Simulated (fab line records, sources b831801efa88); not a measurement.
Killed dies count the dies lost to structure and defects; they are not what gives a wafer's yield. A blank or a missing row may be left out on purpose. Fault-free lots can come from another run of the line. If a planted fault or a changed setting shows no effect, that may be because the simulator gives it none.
fab line records	flow sky130	part 1 of 2: steps 1 to 29 of 30
[record] lots = 7	wafers = 21	lastDay = 50
route steps=708 shown SONOS_ONO@176 GATE_OXIDE@187 POLY_GATE@204 PAD_OPEN@708
lots that met no fault: from a run of the same line without faults
startH: hours from the record's opening day to when the first of the lot's shown wafers began	waitH: hours from the lot's prior step to this one	" as in the row above	L1.1+2: one row covering several wafers at once	- no value, or no start given	* or withheld: withheld	< > ~ a bound
route shown NAME@n: NAME is a module with steps in the file, n the number in the route of the first one	usual: the fault-free wafers' mean and standard deviation	same: alike in all rows	chamber/n: place in a boat	sites: per-site readings	_std_site: standard deviation of those values	_edge_site: inner sites' mean taken away from outer sites' mean	radiusMm: for every site, how far away it sits from the centre of the wafer	mask NAME#n: copy n	behind: tool/chamber where the wafer was last shaped	hold: why the lot was held/for how many hours/how that ended	device: transistor that didn't switch, given as n, p or np	end of line: at the end of the route, the tests of the same wafers	where a step has no rows: the recipe by itself	killed: the dies lost at the first sort to structure and to defects; this is not the yield of the wafer	map: a wafer's dies, marking killed ones x, the rest . and places with no die _
set.NAME: the setting as run; set.NAME@STEP: as run at that earlier step	model.NAME: the simulator's own value behind a step, which no gauge read
lots at selected steps of the route; one table per step, one row per wafer
services: a tool's chamber out of use, with start hour (startH, from the record's first day; less than 0 if before it), hours out, and reason
[[steps]]
[step SKY_SONOS_ONO_COAT_08]
[recipe] resist = NOVOLAK	spinRpm = 3000	resistThkNm = 1140
[step SKY_SONOS_ONO_SOFTBAKE_09]
[recipe] tempC = 90	timeS = 60	resist = NOVOLAK
[step SKY_SONOS_ONO_EXPOSE_10]
[recipe] maskId = ONOM	targetCdNm = 410	na = 0.6	sourceShape = conventional	sigmaOuter = 0.6	doseMj = 150
[step SKY_SONOS_ONO_PEB_11]
[recipe] tempC = withheld	timeS = *	resist = NOVOLAK
[step SKY_SONOS_ONO_DEVELOP_12]
[recipe] developTimeS = 60	devTempC = 23
[step SKY_SONOS_ONO_CD_MEAS_13]
[recipe] targetCdNm = 410
[usual] cdNm = 409.9/2.7
lot.wafer	tool	chamber	startH	waitH	cdNm
L281.1	cdSem-01	-	321.61	0.1	409.4
L281.3	"	-	"	"	414.8
L281.4	"	-	"	"	411.6
L283.1	cdSem-01	-	326.86	0.1	412.7
L283.4	"	-	"	"	417.3
L283.5	"	-	"	"	417.5
L290.2	cdSem-01	-	392.48	0.1	408.7
L290.4	"	-	"	"	409.6
L290.5	"	-	"	"	409.4
L291.3	cdSem-02	-	398.85	0.1	412.6
L291.5	"	-	"	"	411.4
L291.6	"	-	"	"	409.4
L292.1	cdSem-01	-	403.76	0.1	410.1
L292.4	"	-	"	"	408.8
L292.5	"	-	"	"	410.0
L299.1	cdSem-01	-	463.41	0.1	409.6
L299.2	"	-	"	"	409.6
L299.3	"	-	"	"	411.1
L300.2	cdSem-01	-	475.43	0.1	409.9
L300.3	"	-	"	"	410.4
L300.4	"	-	"	"	409.6
[step SKY_SONOS_ONO_OVL_MEAS_14]
[usual] SONOS_ONO_OVL = 0.7/1.3
lot.wafer	tool	chamber	startH	waitH	SONOS_ONO_OVL[nm]
L281.1	overlay-02	-	321.73	0.1	3.8
L281.3	"	-	"	"	1.6
L281.4	"	-	"	"	3.5
L283.1	overlay-02	-	326.98	0.1	-0.6
L283.4	"	-	"	"	0.4
L283.5	"	-	"	"	-0.7
L290.2	overlay-01	-	392.59	0.1	1.2
L290.4	"	-	"	"	0.8
L290.5	"	-	"	"	1.6
L291.3	overlay-01	-	398.94	0.1	0.2
L291.5	"	-	"	"	0.3
L291.6	"	-	"	"	0.2
L292.1	overlay-02	-	403.88	0.1	1.1
L292.4	"	-	"	"	0.1
L292.5	"	-	"	"	0.6
L299.1	overlay-02	-	463.53	0.1	0.0
L299.2	"	-	"	"	-0.1
L299.3	"	-	"	"	0.1
L300.2	overlay-02	-	475.53	0.1	0.6
L300.3	"	-	"	"	0.9
L300.4	"	-	"	"	1.3
[step SKY_SONOS_ONO_ETCH_15]
[recipe] targetDepthNm = 19.52	chemistry = CHF3/O2	sourceW = 600	biasW = 200	pressureMtorr = 40	chf3FlowSccm = 50	O2_flow_sccm = 5	timeS = 7.8
[usual] drypumpMotorCurrentA = 5.6/0.45	oesProductAu = 1.000/0.015	rfFwdPowerW = 588.0/2.9	throttleValvePct = 8.825/0.0097
lot.wafer	tool	chamber	startH	waitH	drypumpMotorCurrentA	oesProductAu	rfFwdPowerW	rfHoursCounterH	throttleValvePct
L281.1	rieDiel-02	3	321.77	0.0	6.2	0.984	584.0	85	8.814
L281.3	"	1	"	"	5.7	1.027	588.7	5	8.828
L281.4	"	2	"	"	5.2	0.997	591.3	75	8.827
L283.1	rieDiel-04	0	327.02	0.0	6.0	0.992	587.6	85	8.819
L283.4	"	2	"	"	5.2	0.990	587.4	25	8.829
L283.5	"	2	"	"	5.2	1.001	585.1	-	8.834
L290.2	rieDiel-04	0	392.62	0.0	6.0	0.997	585.4	86	8.830
L290.4	"	1	"	"	5.8	1.012	589.9	78	8.823
L290.5	"	2	"	"	5.2	1.013	584.1	-	8.833
L291.3	rieDiel-02	3	398.97	0.0	6.2	0.992	585.2	86	8.834
L291.5	"	3	"	"	6.2	0.995	585.3	-	8.833
L291.6	"	0	"	"	5.0	0.992	586.4	-	8.820
L292.1	rieDiel-04	0	403.91	0.0	6.0	0.994	586.0	86	8.825
L292.4	"	1	"	"	5.7	1.018	588.9	-	8.825
L292.5	"	3	"	"	6.1	0.982	588.7	-	8.822
L299.1	rieDiel-02	1	463.57	0.0	5.8	1.023	586.8	8	8.832
L299.2	"	3	"	"	6.1	0.982	585.6	88	8.835
L299.3	"	0	"	"	5.0	0.985	586.9	76	8.824
L300.2	rieDiel-01	1	475.56	0.0	5.3	0.997	587.9	5	8.822
L300.3	"	3	"	"	4.9	1.022	586.3	3	8.836
L300.4	"	2	"	"	6.2	1.012	590.4	10	8.819
[step SKY_SONOS_ONO_WET_ETCH_16]
[recipe] chemistry = dHF	targetDepthNm = 14	dry = n2Spin	target = SiO2	dilution = 100:1	tempC = 25	timeS = 280
[step SKY_SONOS_ONO_STRIP_17]
[recipe] chemistry = O2/N2	powerW = 1400	pressureMtorr = 1500	platenTempC = withheld	o2FlowSccm = 3000	n2FlowSccm = 300	overashFraction = 0.5
[usual] drypumpMotorCurrentA = 5.7/0.4	oesProductAu = 0.710/0.0047	stripTimeToEndpointS = 14.12/0.045
[same] overashFraction = 0.5
lot.wafer	tool	chamber	startH	waitH	drypumpMotorCurrentA	oesProductAu	rfHoursCounterH	stripTimeToEndpointS
L281.1	plasmaAsher-04	0	321.88	0.0	6.1	0.708	57	14.10
L281.3	"	1	"	"	5.4	0.706	-	14.10
L281.4	"	0	"	"	6.0	0.712	-	14.08
L283.1	plasmaAsher-04	1	327.13	0.0	5.4	0.706	57	14.11
L283.4	"	1	"	"	5.5	0.701	-	14.11
L283.5	"	0	"	"	6.1	0.710	-	14.13
L290.2	plasmaAsher-01	1	392.76	0.0	5.2	0.713	25	14.11
L290.4	"	0	"	"	5.9	0.716	-	14.11
L290.5	"	1	"	"	5.2	0.703	-	14.08
L291.3	plasmaAsher-04	0	399.11	0.0	6.0	0.714	-	14.22
L291.5	"	0	"	"	6.0	0.706	-	14.21
L291.6	"	1	"	"	5.4	0.710	-	14.18
L292.1	plasmaAsher-04	0	404.02	0.0	6.0	0.710	64	14.08
L292.4	"	0	"	"	6.0	0.715	-	14.08
L292.5	"	0	"	"	6.1	0.719	-	14.07
L299.1	plasmaAsher-02	1	463.67	0.0	5.8	0.719	2	14.06
L299.2	"	0	"	"	6.8	0.704	2	14.12
L299.3	"	1	"	"	5.8	0.715	-	14.05
L300.2	plasmaAsher-01	0	475.67	0.0	5.9	0.716	35	14.15
L300.3	"	0	"	"	5.9	0.716	-	14.17
L300.4	"	1	"	"	5.2	0.706	-	14.16
[step SKY_SONOS_ONO_WET_ETCH_18]
[recipe] chemistry = H3PO4	targetDepthNm = 15	target = Si3N4	tempC = 160	timeS = 172
[step SKY_GATE_OXIDE_CLEAN_00]
[recipe] chemistry = SC1/SC2	mix = 1:4:20	tempC = 70	timeS = 150	dry = n2Spin
[step SKY_GATE_OXIDE_OXIDATION_01]
[recipe] tempC = 900	ambient = O2	stabiliseS = 600	purgeS = 300	targetThkA = 102.68	oxTimeS = 1473
[usual] spikeTcBottomC = 916.9/1.2	spikeTcCentreC = 901.2/1.3	spikeTcLowerC = 900.3/1.1	spikeTcTopC = 913.1/2.5	spikeTcUpperC = 900.4/0.99	tubeCenterTempC = 899.99/0.093	tube_center_temp_C_max = 902.4/0.37	zonePowerLowerPct = 17.15/0.16	zonePowerUpperPct = 19.5/2.1
[same] oxTimeS = 1473
lot.wafer	tool	chamber	startH	waitH	spikeTcBottomC	spikeTcCentreC	spikeTcLowerC	spikeTcTopC	spikeTcUpperC	tubeCenterTempC	tube_center_temp_C_max	zonePowerLowerPct	zonePowerUpperPct	model.SiO2_of_GATE_OXIDE_OXIDATION_01.thkNm
L281.1	furnace-01	0	323.74	1.6	916.0	902.5	899.8	914.0	901.0	899.94	901.8	17.16	21.2	10.23
L281.3	"	0	"	"	915.6	903.0	900.5	914.3	899.7	899.85	902.3	17.36	21.7	10.41
L281.4	"	0	"	"	915.2	902.7	900.7	914.2	900.3	900.02	901.9	17.10	21.3	10.27
L283.1	furnace-02	0	328.10	0.8	917.6	898.6	899.1	911.4	899.7	900.07	902.4	16.84	17.3	10.21
L283.4	"	0	"	"	917.2	900.6	900.4	909.1	899.2	900.00	902.7	16.97	17.1	10.18
L283.5	"	0	"	"	917.6	900.5	899.1	910.9	900.1	899.83	901.8	17.48	17.3	10.35
L290.2	furnace-01	0	394.07	1.1	896.4	881.3	881.5	895.4	879.3	879.96	882.7	16.36	20.2	8.373
L290.4	"	0	"	"	896.4	880.3	881.4	895.2	882.4	879.85	882.8	16.22	20.4	8.569
L290.5	"	0	"	"	896.9	882.0	880.7	895.1	881.3	879.96	883.2	16.63	20.7	8.321
L291.3	furnace-01	0	400.73	1.4	895.9	881.4	879.6	896.0	880.6	879.96	882.3	16.45	20.6	8.246
L291.5	"	0	"	"	896.9	883.5	881.9	893.0	880.2	879.80	882.5	16.47	20.3	8.133
L291.6	"	0	"	"	896.5	881.3	881.0	894.2	881.0	879.79	881.9	16.33	20.8	8.066
L292.1	furnace-01	0	404.89	0.7	897.8	881.7	881.1	898.7	880.2	880.01	881.9	16.51	20.2	8.722
L292.4	"	0	"	"	898.3	881.4	879.9	895.3	879.7	879.98	882.4	16.42	20.4	8.544
L292.5	"	0	"	"	897.7	881.9	881.5	894.4	879.1	880.03	882.6	16.35	20.9	8.782
L299.1	furnace-02	0	463.88	0.0	914.9	901.5	901.2	910.4	900.5	900.03	902.0	17.17	17.1	9.922
L299.2	"	0	"	"	917.7	900.6	898.8	911.0	899.8	900.09	902.3	17.29	17.2	10.05
L299.3	"	0	"	"	918.3	901.3	900.8	911.2	901.6	900.22	902.4	17.23	17.0	10.05
L300.2	furnace-02	0	475.88	0.0	918.4	900.4	900.1	911.2	899.5	899.94	902.1	17.05	17.4	10.14
L300.3	"	0	"	"	917.4	900.0	900.5	910.8	900.6	900.10	902.5	17.44	17.3	10.16
L300.4	"	0	"	"	917.6	900.4	899.6	911.8	901.7	900.03	902.5	17.10	17.1	10.12
[step SKY_GATE_OXIDE_THK_MEAS_02]
[recipe] reads = SiO2_of_GATE_OXIDE_OXIDATION_01
[usual] GATE_OXIDE_OXIDATION_00_THK = 10.38/0.2
lot.wafer	tool	chamber	startH	waitH	GATE_OXIDE_OXIDATION_00_THK[nm]
L281.1	filmMetro-01	-	325.15	0.0	10.18
L281.3	"	-	"	"	10.44
L281.4	"	-	"	"	10.29
L283.1	filmMetro-01	-	329.51	0.0	10.22
L283.4	"	-	"	"	10.24
L283.5	"	-	"	"	10.39
L290.2	filmMetro-04	-	395.48	0.0	8.33
L290.4	"	-	"	"	8.51
L290.5	"	-	"	"	8.31
L291.3	filmMetro-04	-	402.16	0.0	8.29
L291.5	"	-	"	"	8.16
L291.6	"	-	"	"	8.06
L292.1	filmMetro-04	-	406.30	0.0	8.72
L292.4	"	-	"	"	8.59
L292.5	"	-	"	"	8.77
L299.1	filmMetro-01	-	465.29	0.0	9.94
L299.2	"	-	"	"	10.06
L299.3	"	-	"	"	10.09
L300.2	filmMetro-04	-	477.30	0.0	10.19
L300.3	"	-	"	"	10.12
L300.4	"	-	"	"	10.13
[step SKY_GATE_OXIDE_DEHYDRATE_03]
[recipe] tempC = 200	timeS = 60
[step SKY_GATE_OXIDE_HMDS_04]
[recipe] primeTimeS = 60	primeTempC = 120
[step SKY_GATE_OXIDE_COAT_05]
[recipe] resist = NOVOLAK	spinRpm = 3000	resistThkNm = 1140
[step SKY_GATE_OXIDE_SOFTBAKE_06]
[recipe] tempC = 90	timeS = 60	resist = NOVOLAK
[step SKY_GATE_OXIDE_EXPOSE_07]
[recipe] maskId = LVOM	na = 0.6	sourceShape = conventional	sigmaOuter = 0.6	polarization = unpolarized	targetCdNm = 600	doseMj = 170
[step SKY_GATE_OXIDE_PEB_08]
[recipe] tempC = withheld	timeS = *	resist = NOVOLAK
[step SKY_GATE_OXIDE_DEVELOP_09]
[recipe] resist = NOVOLAK	developer = TMAH	developTimeS = 60	devTempC = 23
[step SKY_GATE_OXIDE_OVL_MEAS_10]
[usual] GATE_OXIDE_OVL = -0.3/1.6
lot.wafer	tool	chamber	startH	waitH	GATE_OXIDE_OVL[nm]
L281.1	overlay-01	-	351.76	0.1	-0.6
L281.3	"	-	"	"	2.4
L281.4	"	-	"	"	3.5
L283.1	overlay-01	-	356.69	0.1	0.9
L283.4	"	-	"	"	-0.2
L283.5	"	-	"	"	0.0
L290.2	overlay-01	-	425.37	0.1	1.3
L290.4	"	-	"	"	-0.8
L290.5	"	-	"	"	1.8
L291.3	overlay-01	-	432.17	0.1	-1.1
L291.5	"	-	"	"	1.1
L291.6	"	-	"	"	-0.9
L292.1	overlay-02	-	437.17	0.1	-0.5
L292.4	"	-	"	"	0.1
L292.5	"	-	"	"	0.2
L299.1	overlay-02	-	496.12	0.1	0.1
L299.2	"	-	"	"	-2.4
L299.3	"	-	"	"	-0.7
L300.2	overlay-01	-	508.35	0.1	-2.2
L300.3	"	-	"	"	-1.0
L300.4	"	-	"	"	-1.2
[step SKY_GATE_OXIDE_IMPLANT_11]
[recipe] species = B	energyKev = 10	doseCm2 = 2.6e+12	tiltDeg = withheld
[step SKY_GATE_OXIDE_WET_ETCH_12]
[recipe] chemistry = dHF	targetDepthNm = 16.8	dry = n2Spin	target = SiO2	dilution = 100:1	tempC = 25	timeS = 336
[step SKY_GATE_OXIDE_STRIP_13]
[recipe] chemistry = O2/N2	powerW = 1400	pressureMtorr = 1500	platenTempC = withheld	o2FlowSccm = 3000	n2FlowSccm = 300	overashFraction = 0.5
[usual] drypumpMotorCurrentA = 5.68/0.26	oesProductAu = 0.716/0.0044	stripTimeToEndpointS = 14.19/0.038
[same] overashFraction = 0.5
lot.wafer	tool	chamber	startH	waitH	drypumpMotorCurrentA	oesProductAu	rfHoursCounterH	stripTimeToEndpointS
L281.1	plasmaAsher-01	1	352.06	0.0	5.19	0.717	21	14.21
L281.3	"	0	"	"	5.89	0.712	-	14.17
L281.4	"	1	"	"	5.19	0.718	-	14.19
L283.1	plasmaAsher-04	0	356.98	0.0	6.05	0.716	60	14.23
L283.4	"	1	"	"	5.46	0.716	-	14.20
L283.5	"	0	"	"	6.05	0.715	-	14.24
L290.2	plasmaAsher-01	1	425.65	0.0	5.20	0.722	29	14.26
L290.4	"	0	"	"	5.89	0.723	-	14.23
L290.5	"	0	"	"	5.87	0.719	-	14.25
L291.3	plasmaAsher-01	1	432.48	0.0	5.17	0.716	-	14.18
L291.5	"	0	"	"	5.86	0.714	-	14.20
L291.6	"	1	"	"	5.19	0.712	-	14.25
L292.1	plasmaAsher-03	1	437.45	0.0	5.71	0.712	64	14.26
L292.4	"	1	"	"	5.69	0.712	-	14.18
L292.5	"	1	"	"	5.70	0.708	-	14.24
L299.1	plasmaAsher-04	1	496.40	0.0	5.41	0.713	74	14.28
L299.2	"	0	"	"	6.04	0.706	74	14.25
L299.3	"	1	"	"	5.44	0.719	-	14.21
L300.2	plasmaAsher-03	0	508.78	0.0	5.72	0.710	71	14.16
L300.3	"	1	"	"	5.68	0.711	-	14.12
L300.4	"	0	"	"	5.71	0.709	-	14.15
[step SKY_GATE_OXIDE_TW_MEAS_14]
[usual] GATE_OXIDE_TW = 223.5/2.7
lot.wafer	tool	chamber	startH	waitH	GATE_OXIDE_TW
L281.1	filmMetro-01	-	352.16	0.1	226.8
L281.3	"	-	"	"	225.9
L281.4	"	-	"	"	226.7
L283.1	filmMetro-04	-	357.08	0.1	219.8
L283.4	"	-	"	"	219.7
L283.5	"	-	"	"	219.3
L290.2	filmMetro-04	-	425.76	0.1	219.1
L290.4	"	-	"	"	220.3
L290.5	"	-	"	"	218.8
L291.3	filmMetro-01	-	432.57	0.1	225.5
L291.5	"	-	"	"	226.0
L291.6	"	-	"	"	225.6
L292.1	filmMetro-03	-	437.55	0.1	224.2
L292.4	"	-	"	"	224.1
L292.5	"	-	"	"	223.5
L299.1	filmMetro-04	-	496.50	0.1	221.3
L299.2	"	-	"	"	221.1
L299.3	"	-	"	"	221.4
L300.2	filmMetro-01	-	508.89	0.1	226.8
L300.3	"	-	"	"	225.6
L300.4	"	-	"	"	226.1
[step SKY_GATE_OXIDE_CLEAN_15]
[recipe] chemistry = SC1/SC2	mix = 1:4:20	tempC = 70	timeS = 150	dry = n2Spin
[step SKY_GATE_OXIDE_OXIDATION_16]
[recipe] tempC = 800	ambient = O2	idleTempC = 700	rampUpCPerMin = 10	rampDownCPerMin = 3	stabiliseS = 600	purgeS = 300	targetThkA = 35.7	oxTimeS = 1915
[usual] spikeTcBottomC = 818.0/1.2	spikeTcCentreC = 800.9/1.3	spikeTcLowerC = 800.1/1.1	spikeTcTopC = 814.8/2.6	spikeTcUpperC = 800.4/0.99	tubeCenterTempC = 799.99/0.081	tube_center_temp_C_max = 802.1/0.34	zonePowerLowerPct = 13.38/0.13	zonePowerUpperPct = 14.9/1.6
[same] oxTimeS = 1915
lot.wafer	tool	chamber	startH	waitH	spikeTcBottomC	spikeTcCentreC	spikeTcLowerC	spikeTcTopC	spikeTcUpperC	tubeCenterTempC	tube_center_temp_C_max	zonePowerLowerPct	zonePowerUpperPct	model.SiO2_of_GATE_OXIDE_OXIDATION_01.thkNm
L281.1	furnace-01	0	352.27	0.0	817.4	802.0	800.8	817.7	801.3	799.99	801.8	13.44	16.5	11.68
L281.3	"	0	"	"	816.2	800.0	801.2	817.1	800.3	800.10	801.9	13.41	16.8	11.83
L281.4	"	0	"	"	816.5	801.7	800.8	818.2	800.2	799.97	802.0	13.33	16.7	11.76
L283.1	furnace-02	0	358.42	1.2	819.1	798.3	800.2	812.0	801.1	800.01	802.4	13.35	13.4	11.59
L283.4	"	0	"	"	820.8	800.9	798.6	812.1	801.5	800.01	802.0	13.64	13.4	11.56
L283.5	"	0	"	"	818.4	800.2	798.9	814.0	799.7	800.13	802.3	13.16	13.4	11.7
L290.2	furnace-02	0	426.65	0.8	819.0	801.0	797.7	813.8	800.4	800.04	802.2	13.58	13.4	9.879
L290.4	"	0	"	"	819.4	800.3	798.5	812.8	800.7	800.04	803.2	13.22	13.5	10.07
L290.5	"	0	"	"	818.5	798.6	802.2	811.0	799.5	800.07	802.3	13.30	13.4	9.844
L291.3	furnace-01	0	432.66	0.0	817.7	800.5	800.6	818.3	799.8	799.88	801.9	13.26	16.7	9.802
L291.5	"	0	"	"	818.0	801.7	800.6	818.6	801.4	800.04	801.8	13.61	16.9	9.729
L291.6	"	0	"	"	816.9	801.1	799.5	816.3	800.2	799.94	801.8	13.55	16.5	9.654
L292.1	furnace-01	0	438.49	0.8	817.3	802.5	800.3	816.6	799.7	800.04	802.1	13.52	16.5	10.25
L292.4	"	0	"	"	816.4	804.7	798.8	818.1	798.7	799.94	802.0	13.30	16.5	10.07
L292.5	"	0	"	"	816.4	800.3	801.7	820.7	800.5	800.02	802.2	13.47	16.9	10.32
L299.1	furnace-02	0	496.61	0.0	818.3	799.4	798.2	813.3	800.0	799.83	802.0	13.35	13.6	11.31
L299.2	"	0	"	"	818.4	800.2	799.6	812.5	800.1	800.05	801.7	13.42	13.2	11.45
L299.3	"	0	"	"	818.7	801.9	800.9	814.3	801.5	799.99	801.5	13.40	13.5	11.42
L300.2	furnace-01	0	508.99	0.0	818.1	801.7	798.7	816.5	800.6	800.08	802.7	13.18	16.6	11.54
L300.3	"	0	"	"	817.4	802.8	799.9	817.8	799.4	800.00	801.7	13.25	16.4	11.58
L300.4	"	0	"	"	818.2	801.6	800.7	817.6	801.4	800.03	802.1	13.25	16.9	11.52
[step SKY_POLY_GATE_CVD_00]
[recipe] material = poly-Si	targetThkNm = 180	tempC = 620	timeS = 720	pressureMtorr = 200
[[key]]
[firstSign] step = SKY_GATE_OXIDE_OXIDATION_01	reading = tubeCenterTempC	direction = down	sigmas = 99+	usual = *	struck = *
[effect] step = SKY_GATE_OXIDE_OXIDATION_01	reading = tube_center_temp_C_max	direction = down	sigmas = 54	usual = *	struck = *
[effect] step = SKY_GATE_OXIDE_THK_MEAS_02	reading = GATE_OXIDE_OXIDATION_00_THK	direction = down	sigmas = 9.7	usual = 10.38	struck = 8.41
[modelEffect] step = SKY_GATE_OXIDE_OXIDATION_01	value = SiO2_of_GATE_OXIDE_OXIDATION_01.thkNm	without = 10.5	struck = 8.417
[modelEffect] step = SKY_GATE_OXIDE_OXIDATION_16	value = SiO2_of_GATE_OXIDE_OXIDATION_01.thkNm	without = 11.88	struck = 9.958
[modelEffect] step = SKY_PAD_OPEN_PROBE_99	value = etest.nfet_16v.rOnOhmUm	without = 1.425e+04	struck = 1.314e+04
metAt SKY_GATE_OXIDE_OXIDATION_01
struckWafers L290.2,L290.4,L290.5,L291.3,L291.5,L291.6,L292.1,L292.4,L292.5
sortLeftOut L291.3,L291.5,L291.6
testerLeftOut L290,L291,L292
onsetBetween 323.74 394.07
[fault] kind = processParameterDrift	tool = furnace-01	chamber = -	onsetH = 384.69	steps = SKY_GATE_OXIDE_OXIDATION_01	channel = tempC	offset = *	shape = step	endH = 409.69	actsIn = *	stated = *
// testerLeftOut: of these lots the tester's yield and bins aren't shown, on N5 and GAA mostly nor the transistor test; their killed dies are dies lost to structure and defects alone, not to doping, threshold or leakage, so they don't give the yield
// sortLeftOut: the simulated sort isn't trusted on such a fault, so these wafers' sort isn't shown, and their yield isn't known
